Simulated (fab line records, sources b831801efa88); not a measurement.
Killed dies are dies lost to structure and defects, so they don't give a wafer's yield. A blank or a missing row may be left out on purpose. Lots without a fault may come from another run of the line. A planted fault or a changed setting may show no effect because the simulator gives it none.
Which tool did it? | flow gf180mcu | 12 lots, 36 wafers sampled, at 6 steps of a route of 602

WHAT THE GAUGES READ, wafer by wafer
GF_VT_IMPLANT_RS_MEAS_49: measures by four-point-probe.
lot  | measured     | on            | MVPSD_RS (ohm/sq)
L910 | day 7 12:22  | film_metro-01 | 1165 1166 1165
L911 | day 7 22:30  | film_metro-02 | 1166 1170 1167
L913 | day 8 09:43  | film_metro-01 | 1169 1168 1165
L914 | day 8 14:33  | film_metro-01 | 1165 1168 1162
L917 | day 9 13:50  | film_metro-01 | 1165 1165 1168
L918 | day 9 19:39  | film_metro-02 | 1171 1173 1168
L920 | day 10 10:55 | film_metro-03 | 1167 1168 1166
L921 | day 10 16:33 | film_metro-02 | 1105 1105 1107 1104 1104 1106
L922 | day 10 20:49 | film_metro-02 | 1099 1104 1102 1102 1102 1102
L926 | day 11 22:42 | film_metro-02 | 1166 1170 1170
L931 | day 13 12:33 | film_metro-02 | 1166 1169 1168
L932 | day 13 21:29 | film_metro-03 | 1170 1167 1165

GF_PASSIVATION_BOW_MEAS_14.
lot  | measured     | on            | PASSIVATION_BOW (um)
L910 | day 28 20:46 | film_metro-02 | 137 145 157
L911 | day 29 08:41 | film_metro-02 | 126 122 117
L913 | day 29 22:08 | film_metro-01 | 115 117 118
L914 | day 30 03:34 | film_metro-01 | 128 117 132
L917 | day 31 03:34 | film_metro-01 | 136 126 122
L918 | day 31 11:37 | film_metro-03 | 116 133 131
L920 | day 31 23:15 | film_metro-01 | 144 139 148
L921 | day 32 05:29 | film_metro-03 | 134 132 133
L922 | day 32 11:26 | film_metro-03 | 140 143 145
L926 | day 33 08:56 | film_metro-01 | 129 147 129
L931 | day 34 14:58 | film_metro-03 | 111 123 117
L932 | day 34 18:43 | film_metro-03 | 145 138 146

WHICH TOOL RAN EACH LOT (tool, then ch and the chambers of the sampled wafers, then the start)
lot  | GF_MVPSD_IMPLANT_09             | GF_VT_IMPLANT_WET_ETCH_50       | GF_V1_ETCH_16                      | GF_V3_CVD_23
L910 | implanter-02 ch 0, day 5 00:29  | wet_bench-04 ch 3, day 7 12:29  | rie_diel-01 ch 0,1, day 18 00:11   | cvd_w-02 ch 0,1, day 22 06:47
L911 | implanter-04 ch 0, day 5 08:26  | wet_bench-04 ch 3, day 7 22:37  | rie_diel-01 ch 0,1,3, day 18 12:54 | cvd_w-01 ch 0,1, day 22 19:57
L913 | implanter-03 ch 0, day 5 17:40  | wet_bench-02 ch 3, day 8 09:49  | rie_diel-01 ch 0,2, day 19 05:57   | cvd_w-02 ch 0,1, day 23 11:35
L914 | implanter-04 ch 0, day 5 21:59  | wet_bench-04 ch 0, day 8 14:40  | rie_diel-03 ch 1,2,3, day 19 15:39 | cvd_w-01 ch 1, day 23 20:28
L917 | implanter-02 ch 0, day 6 18:56  | wet_bench-04 ch 2, day 9 13:55  | rie_diel-01 ch 2,3, day 20 23:30   | cvd_w-01 ch 0,1, day 25 00:14
L918 | implanter-03 ch 0, day 7 00:38  | wet_bench-04 ch 2, day 9 19:46  | rie_diel-03 ch 1,2,3, day 21 07:15 | cvd_w-02 ch 0,1, day 25 08:37
L920 | implanter-03 ch 0, day 7 14:52  | wet_bench-03 ch 1, day 10 11:01 | rie_diel-02 ch 0,3, day 22 01:06   | cvd_w-02 ch 0,1, day 26 00:53
L921 | implanter-03 ch 0, day 7 18:34  | wet_bench-03 ch 0, day 10 18:17 | rie_diel-01 ch 1,2,3, day 22 08:54 | cvd_w-02 ch 0,1, day 26 08:14
L922 | implanter-03 ch 0, day 7 23:48  | wet_bench-04 ch 2, day 10 22:33 | rie_diel-01 ch 0,1,3, day 22 15:27 | cvd_w-02 ch 0,1, day 26 13:58
L926 | implanter-02 ch 0, day 8 22:20  | wet_bench-02 ch 2, day 11 22:49 | rie_diel-02 ch 0,1,2, day 23 22:56 | cvd_w-02 ch 0,1, day 27 17:47
L931 | implanter-04 ch 0, day 10 06:59 | wet_bench-04 ch 3, day 13 12:40 | rie_diel-02 ch 2,3, day 25 16:33   | cvd_w-01 ch 0,1, day 29 06:18
L932 | implanter-02 ch 0, day 10 14:16 | wet_bench-02 ch 2, day 13 21:37 | rie_diel-01 ch 1,2, day 25 22:50   | cvd_w-01 ch 0,1, day 29 12:37
- GF_MVPSD_IMPLANT_09
- GF_VT_IMPLANT_WET_ETCH_50: etches SiO2 in dHF, target depth 20 nm, time 400 s.
- GF_V1_ETCH_16: etches BARC in N2/H2.
- GF_V3_CVD_23: deposits W, target thk 350 nm, time 104.9 s.

WHAT THE TOOLS THEMSELVES READ (means of the sampled wafers that have a number; where no wafer has one, the mark that the record gives instead)
GF_MVPSD_IMPLANT_09.
lot  | tool         | beam_energy_keV | dose_ions_cm2 | faraday_current_uA
L910 | implanter-02 | 40.001          | 5e+12         | 28.2
L911 | implanter-04 | 40.012          | 5e+12         | 28.1
L913 | implanter-03 | 40.008          | 5e+12         | 28.5
L914 | implanter-04 | 40.000          | 5e+12         | 28.0
L917 | implanter-02 | 39.996          | 5e+12         | 28.5
L918 | implanter-03 | 40.009          | 5e+12         | 28.3
L920 | implanter-03 | 39.989          | 5e+12         | 27.9
L921 | implanter-03 | 40.000          | 7e+12         | 38.1
L922 | implanter-03 | 39.996          | 7e+12         | 38.0
L926 | implanter-02 | 40.027          | 5e+12         | 28.1
L931 | implanter-04 | 39.989          | 5e+12         | 28.1
L932 | implanter-02 | 40.006          | 5e+12         | 28.0

GF_V1_ETCH_16.
lot  | tool        | drypump_motor_current_A (A) | oes_product_au (a.u.) | throttle_valve_pct (%)
L910 | rie_diel-01 | 5.6                         | 0.851                 | 13.222
L911 | rie_diel-01 | 5.7                         | 0.854                 | 13.224
L913 | rie_diel-01 | 5.8                         | 0.858                 | 13.228
L914 | rie_diel-03 | 5.6                         | 0.855                 | 13.223
L917 | rie_diel-01 | 5.8                         | 0.857                 | 13.224
L918 | rie_diel-03 | 5.6                         | 0.857                 | 13.220
L920 | rie_diel-02 | 5.5                         | 0.855                 | 13.227
L921 | rie_diel-01 | 5.9                         | 0.857                 | 13.216
L922 | rie_diel-01 | 5.7                         | 0.851                 | 13.231
L926 | rie_diel-02 | 5.5                         | 0.861                 | 13.220
L931 | rie_diel-02 | 5.9                         | 0.860                 | 13.224
L932 | rie_diel-01 | 5.9                         | 0.855                 | 13.222

GF_V3_CVD_23.
lot  | tool     | heater_power_w (W)
L910 | cvd_w-02 | 954
L911 | cvd_w-01 | 844
L913 | cvd_w-02 | 892
L914 | cvd_w-01 | 842
L917 | cvd_w-01 | 842
L918 | cvd_w-02 | 906
L920 | cvd_w-02 | 962
L921 | cvd_w-02 | 911
L922 | cvd_w-02 | 908
L926 | cvd_w-02 | 940
L931 | cvd_w-01 | 857
L932 | cvd_w-01 | 828

THE ANSWER, worked out from the rows above alone
Rule: what is usual is taken from the lots themselves. Put in order of their means at a reading, lots are off if they are a third of the lots or fewer, leave a main group of 4 or more, and stand apart from it by a gap of 3 or more times the standard deviation of the main group's means; of several such gaps the widest counts. A main group whose means are all the same, to the digits that the tables above print for the reading, isn't used. A lot without any number at a reading at which 4 lots or more have one is off too. The other lots that the step has rows for count as sound. The gauges are gone through in route order, then the tools' own readings, and for those a lot's mean is taken as printed above. The first step at which some lot is off is used, and at that step the reading that is off furthest; a lot without a number counts as furthest.
Off: L921, L922, at GF_VT_IMPLANT_RS_MEAS_49 (MVPSD_RS). The main group: mean 1167 ohm/sq, standard deviation 1.6.
A tool fits if, at a process step before that reading, it ran every lot that is off, and no sound lot after the first of them. The gauges at GF_VT_IMPLANT_RS_MEAS_49 aren't tried: what is off there is off at GF_MVPSD_IMPLANT_09 too, on other tools, and a gauge's error can't cause that. One fits: implanter-03 at GF_MVPSD_IMPLANT_09. Its last sound lot is L920 (day 7 14:52), its first lot that is off L921 (day 7 18:34): a fault that began between those two fits.
The tool's own readings at GF_MVPSD_IMPLANT_09 bear it out: on the lots that are off they differ by more than 5 times the standard deviation of the sound lots' means. dose_ions_cm2 reads 7e+12 there against 5e+12 on the sound lots; faraday_current_uA reads 38.0 there against 28.2 on the sound lots.

WHAT THE SIMULATOR HAD PUT IN
Process parameter drift: implanter-03, from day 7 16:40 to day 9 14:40, at GF_MVPSD_IMPLANT_09. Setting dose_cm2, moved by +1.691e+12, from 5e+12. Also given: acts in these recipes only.
Lots struck among those shown: L921, L922. The rule above found the same.
